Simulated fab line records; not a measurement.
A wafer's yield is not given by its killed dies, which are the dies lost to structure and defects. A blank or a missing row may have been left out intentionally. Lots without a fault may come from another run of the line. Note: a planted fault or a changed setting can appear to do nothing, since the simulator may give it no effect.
fab line records	flow sky130
record: lots: 13	wafers: 39	last-day: 50
route steps=708 shown POLY_GATE@205 RES_XHIGH@339 SD_N@354 LI_CONTACT@384
lots with no fault: from the same line, run without faults
start-h: the number of hours between the record's first day and the start of the first shown wafer of the lot	wait-h: hours elapsed since this lot's preceding step	" same as the row above	L1.1+2: one row covering several wafers at once	- no value, or no start was given	* or withheld: withheld	< > ~ a bound
route shown NAME@n: names a module that has steps shown in the file, with the first one's number in the route	usual: average and standard deviation across the fault-free wafers	same: alike in all rows	chamber/n: place in a boat	sites: the reading at each site	_std_site: the standard deviation of these	_edge_site: mean of outer sites minus mean of inner sites	radius-mm: for every site, how far away it sits from the centre of the wafer	mask NAME#n: copy n	behind: tool/chamber where the wafer was last shaped	hold: the reason the lot was held/the length of the hold in hours/how it ended	device: the transistor (n, p or np) that didn't switch	end of line: the tests these same wafers got at the end of their route	a step without rows: its recipe alone	killed: not the wafer's yield, but the dies lost to structure and defects at the first sort	map: a wafer's dies, marking killed ones x, the rest . and places with no die _
set.NAME: the setting that was run; set.NAME@STEP: the one run at that earlier step	model.NAME: the simulator's own value behind a step, which no gauge read
route steps across a sampled set of lots; one table per step, one row per wafer
services: a tool's chamber out of use, with start hour (start-h, from the record's first day; less than 0 if before it), hours out, and reason
== steps ==
step: SKY_POLY_GATE_THK_MEAS_01
recipe: reads: poly-Si_of_POLY_GATE_CVD_00
usual: POLY_GATE_CVD_00_THK: 180.4/1.3
lot.wafer	tool	chamber	start-h	wait-h	POLY_GATE_CVD_00_THK[nm]
L530.1	film-metro-01	-	323.41	0.0	182.6
L530.5	"	-	"	"	182.1
L530.6	"	-	"	"	181.7
L532.1	film-metro-02	-	352.32	0.0	180.0
L532.3	"	-	"	"	182.3
L532.6	"	-	"	"	182.0
L533.1	film-metro-04	-	352.32	0.0	178.8
L533.4	"	-	"	"	178.0
L533.6	"	-	"	"	179.9
L534.1	film-metro-01	-	352.32	0.0	178.3
L534.2	"	-	"	"	180.7
L534.3	"	-	"	"	179.9
L535.1	film-metro-02	-	386.55	0.0	181.5
L535.3	"	-	"	"	180.2
L535.6	"	-	"	"	181.3
L536.1	film-metro-04	-	386.58	0.0	179.5
L536.3	"	-	"	"	181.4
L536.5	"	-	"	"	182.2
L538.1	film-metro-02	-	407.70	0.0	178.0
L538.5	"	-	"	"	178.2
L538.6	"	-	"	"	178.0
L539.1	film-metro-01	-	410.63	0.0	180.4
L539.2	"	-	"	"	180.6
L539.6	"	-	"	"	180.2
L537.3	film-metro-02	-	410.65	0.0	179.7
L537.4	"	-	"	"	179.2
L537.5	"	-	"	"	178.3
L540.1	film-metro-04	-	413.08	0.0	180.1
L540.3	"	-	"	"	181.6
L540.5	"	-	"	"	181.8
L543.3	film-metro-04	-	438.76	0.0	181.5
L543.4	"	-	"	"	182.1
L543.6	"	-	"	"	182.6
L542.2	film-metro-02	-	439.95	0.0	181.5
L542.5	"	-	"	"	180.4
L542.6	"	-	"	"	179.8
L552.1	film-metro-04	-	501.59	0.0	178.0
L552.4	"	-	"	"	179.5
L552.6	"	-	"	"	178.4
step: SKY_RES_XHIGH_IMPLANT_07
recipe: species: BF2	energy-kev: 20	dose-cm2: 3.6e+14	tilt-deg: 0
usual: dose-ions-cm2: 3.599e+14/4.3e+11	end-station-pressure-torr: 5.21e-06/2.7e-07	tilt-deg: -0.001/0.019
lot.wafer	tool	chamber	start-h	wait-h	dose-ions-cm2	end-station-pressure-torr	tilt-deg
L530.1	implanter-02	0	628.37	0.1	3.588e+14	5.32e-06	0.014
L530.5	"	0	"	"	3.594e+14	5.46e-06	0.026
L530.6	"	0	"	"	3.595e+14	5.18e-06	0.015
L534.1	implanter-03	0	658.47	0.1	3.601e+14	4.56e-06	-0.025
L534.2	"	0	"	"	3.601e+14	5.32e-06	-0.002
L534.3	"	0	"	"	3.601e+14	5.12e-06	0.010
L532.1	implanter-01	0	659.20	0.1	3.595e+14	4.63e-06	0.025
L532.3	"	0	"	"	3.603e+14	5.26e-06	0.039
L532.6	"	0	"	"	3.599e+14	5.13e-06	0.051
L533.1	implanter-03	0	659.80	0.1	3.599e+14	5.19e-06	-0.001
L533.4	"	0	"	"	3.599e+14	4.93e-06	-0.026
L533.6	"	0	"	"	3.597e+14	4.91e-06	0.039
L536.1	implanter-01	0	691.52	0.1	3.597e+14	5.22e-06	0.017
L536.3	"	0	"	"	3.594e+14	5.31e-06	0.017
L536.5	"	0	"	"	3.597e+14	5.1e-06	0.004
L535.1	implanter-01	0	692.05	0.1	3.599e+14	4.8e-06	-0.012
L535.3	"	0	"	"	3.599e+14	5.02e-06	0.009
L535.6	"	0	"	"	3.596e+14	5.57e-06	0.016
L538.1	implanter-01	0	711.09	0.1	3.595e+14	4.76e-06	-0.003
L538.5	"	0	"	"	3.605e+14	5.27e-06	-0.006
L538.6	"	0	"	"	3.599e+14	5.46e-06	-0.028
L537.3	implanter-03	0	713.95	0.1	3.604e+14	5.36e-06	-0.027
L537.4	"	0	"	"	3.603e+14	5.32e-06	0.020
L537.5	"	0	"	"	3.601e+14	5.13e-06	0.011
L540.1	implanter-02	0	717.30	0.1	3.594e+14	5.47e-06	0.018
L540.3	"	0	"	"	3.593e+14	5.16e-06	0.036
L540.5	"	0	"	"	3.592e+14	5.25e-06	0.012
L539.1	implanter-02	0	719.14	0.1	3.597e+14	5.44e-06	-0.025
L539.2	"	0	"	"	3.598e+14	5.28e-06	0.011
L539.6	"	0	"	"	3.598e+14	5.43e-06	0.000
L543.3	implanter-02	0	739.85	0.1	3.597e+14	5.47e-06	-0.034
L543.4	"	0	"	"	3.599e+14	5.34e-06	-0.024
L543.6	"	0	"	"	3.594e+14	5.6e-06	0.010
L542.2	implanter-02	0	743.57	0.1	3.601e+14	5.44e-06	-0.013
L542.5	"	0	"	"	3.6e+14	5.05e-06	-0.026
L542.6	"	0	"	"	3.595e+14	4.9e-06	-0.035
L552.1	implanter-01	0	796.07	0.1	3.595e+14	5.71e-06	-0.021
L552.4	"	0	"	"	3.603e+14	5.14e-06	-0.009
L552.6	"	0	"	"	3.602e+14	4.82e-06	-0.005
step: SKY_SD_N_TW_MEAS_12
usual: SD_N_TW: 3946/49
lot.wafer	tool	chamber	start-h	wait-h	SD_N_TW
L530.1	film-metro-01	-	658.10	0.1	3911
L530.5	"	-	"	"	3903
L530.6	"	-	"	"	3915
L534.1	film-metro-02	-	687.10	0.1	3948
L534.2	"	-	"	"	3950
L534.3	"	-	"	"	3949
L532.1	film-metro-04	-	687.83	0.1	4003
L532.3	"	-	"	"	4000
L532.6	"	-	"	"	3998
L533.1	film-metro-04	-	688.06	0.1	4000
L533.4	"	-	"	"	3993
L533.6	"	-	"	"	4015
L536.1	film-metro-04	-	720.83	0.1	3989
L536.3	"	-	"	"	3995
L536.5	"	-	"	"	4013
L535.1	film-metro-01	-	721.46	0.1	3900
L535.3	"	-	"	"	3892
L535.6	"	-	"	"	3881
L538.1	film-metro-02	-	738.23	0.1	3980
L538.5	"	-	"	"	3994
L538.6	"	-	"	"	3967
L537.3	film-metro-01	-	741.97	0.1	3896
L537.4	"	-	"	"	3892
L537.5	"	-	"	"	3895
L540.1	film-metro-01	-	744.81	0.1	3887
L540.3	"	-	"	"	3906
L540.5	"	-	"	"	3891
L539.1	film-metro-01	-	747.78	0.1	3926
L539.2	"	-	"	"	3901
L539.6	"	-	"	"	3905
L543.3	film-metro-04	-	768.57	0.1	4011
L543.4	"	-	"	"	4017
L543.6	"	-	"	"	4027
L542.2	film-metro-01	-	771.84	0.1	3887
L542.5	"	-	"	"	3878
L542.6	"	-	"	"	3895
L552.1	film-metro-02	-	822.48	0.1	4015
L552.4	"	-	"	"	4037
L552.6	"	-	"	"	4040
step: SKY_SD_N_RS_MEAS_18
recipe: thk-meas-gauge: four-point-probe
usual: RES_XHIGH_RS: 333.2/1.1
lot.wafer	tool	chamber	start-h	wait-h	RES_XHIGH_RS[ohm/sq]
L530.1	film-metro-01	-	658.62	0.1	333.5
L530.5	"	-	"	"	333.6
L530.6	"	-	"	"	333.5
L534.1	film-metro-02	-	687.62	0.1	333.8
L534.2	"	-	"	"	333.6
L534.3	"	-	"	"	334.0
L532.1	film-metro-01	-	688.36	0.1	333.4
L532.3	"	-	"	"	333.2
L532.6	"	-	"	"	333.6
L533.1	film-metro-04	-	688.58	0.1	334.7
L533.4	"	-	"	"	333.2
L533.6	"	-	"	"	333.2
L536.1	film-metro-02	-	721.36	0.1	330.7
L536.3	"	-	"	"	330.9
L536.5	"	-	"	"	332.0
L535.1	film-metro-01	-	721.98	0.1	334.6
L535.3	"	-	"	"	335.4
L535.6	"	-	"	"	336.2
L538.1	film-metro-04	-	738.82	0.1	333.6
L538.5	"	-	"	"	333.2
L538.6	"	-	"	"	333.2
L537.3	film-metro-02	-	742.52	0.1	333.5
L537.4	"	-	"	"	333.0
L537.5	"	-	"	"	333.4
L540.1	film-metro-04	-	745.33	0.1	332.6
L540.3	"	-	"	"	334.1
L540.5	"	-	"	"	333.0
L539.1	film-metro-04	-	748.31	0.1	333.1
L539.2	"	-	"	"	332.4
L539.6	"	-	"	"	332.3
L543.3	film-metro-01	-	769.11	0.1	335.8
L543.4	"	-	"	"	335.8
L543.6	"	-	"	"	340.1
L542.2	film-metro-02	-	772.38	0.1	332.6
L542.5	"	-	"	"	337.3
L542.6	"	-	"	"	339.0
L552.1	film-metro-04	-	823.01	0.1	333.9
L552.4	"	-	"	"	334.2
L552.6	"	-	"	"	334.6
step: SKY_LI_CONTACT_RS_MEAS_22
recipe: thk-meas-gauge: four-point-probe	reads: W_of_LI_CONTACT_CVD_21+TiN_of_LI_CONTACT_SPUTTER_20+Ti_of_LI_CONTACT_SPUTTER_19
usual: LI_CONTACT_W_RS: 0.2818/0.0026
lot.wafer	tool	chamber	start-h	wait-h	LI_CONTACT_W_RS[ohm/sq]
L530.1	film-metro-02	-	687.97	0.1	0.2825
L530.5	"	-	"	"	0.2822
L530.6	"	-	"	"	0.2784
L534.1	film-metro-04	-	717.18	0.1	0.2799
L534.2	"	-	"	"	0.2785
L534.3	"	-	"	"	0.2841
L532.1	film-metro-04	-	718.55	0.1	0.2855
L532.3	"	-	"	"	0.2793
L532.6	"	-	"	"	0.2829
L533.1	film-metro-01	-	718.62	0.1	0.2857
L533.4	"	-	"	"	0.2875
L533.6	"	-	"	"	0.2860
L536.1	film-metro-02	-	750.29	0.1	0.2774
L536.3	"	-	"	"	0.2786
L536.5	"	-	"	"	0.2805
L535.1	film-metro-04	-	750.97	0.1	0.2798
L535.3	"	-	"	"	0.2806
L535.6	"	-	"	"	0.2822
L538.1	film-metro-02	-	768.16	0.1	0.2772
L538.5	"	-	"	"	0.2828
L538.6	"	-	"	"	0.2825
L537.3	film-metro-04	-	771.97	0.1	0.2804
L537.4	"	-	"	"	0.2785
L537.5	"	-	"	"	0.2809
L540.1	film-metro-01	-	774.08	0.1	0.2848
L540.3	"	-	"	"	0.2838
L540.5	"	-	"	"	0.2803
L539.1	film-metro-01	-	777.90	0.1	0.2794
L539.2	"	-	"	"	0.2836
L539.6	"	-	"	"	0.2843
L543.3	film-metro-04	-	797.59	0.1	0.2850
L543.4	"	-	"	"	0.2876
L543.6	"	-	"	"	0.2910
L542.2	film-metro-01	-	801.01	0.1	0.2849
L542.5	"	-	"	"	0.2820
L542.6	"	-	"	"	0.2796
L552.1	film-metro-02	-	851.46	0.1	0.2857
L552.4	"	-	"	"	0.2792
L552.6	"	-	"	"	0.2823
== services ==
tool	chamber	start-h	hours	kind
implanter-03	-	628.94	1.4	repair
implanter-03	-	652.18	2.7	repair
implanter-01	-	666.48	1.6	repair
implanter-03	-	671.24	2.1	repair
implanter-03	-	699.19	3.1	pm
implanter-03	-	725.31	3.4	repair
== key ==
first-sign: step: SKY_SD_N_RS_MEAS_18	reading: RES_XHIGH_RS	direction: up	sigmas: 5	usual: 333.2	struck: 338.8
effect none on later readings
met-at SKY_RES_XHIGH_IMPLANT_07
struck-lots L542,L543
struck-wafers L542.5,L542.6,L543.6
tester-left-out L542,L543
not-acting-at SKY_POLY_GATE_THK_MEAS_01,SKY_SD_N_TW_MEAS_12,SKY_LI_CONTACT_RS_MEAS_22
onset-between 719.14 739.85
fault: kind: process-parameter-drift	tool: implanter-02	chamber: -	onset-h: 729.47	steps: SKY_RES_XHIGH_IMPLANT_07	channel: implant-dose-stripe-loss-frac	offset: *	shape: step	end-h: 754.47	scope: struck-wafers-only
tester-left-out: of these lots the tester's yield and bins aren't shown, on N5 and GAA mostly nor the transistor test; their killed dies are dies lost to structure and defects alone, not to doping, threshold or leakage, so they don't give the yield
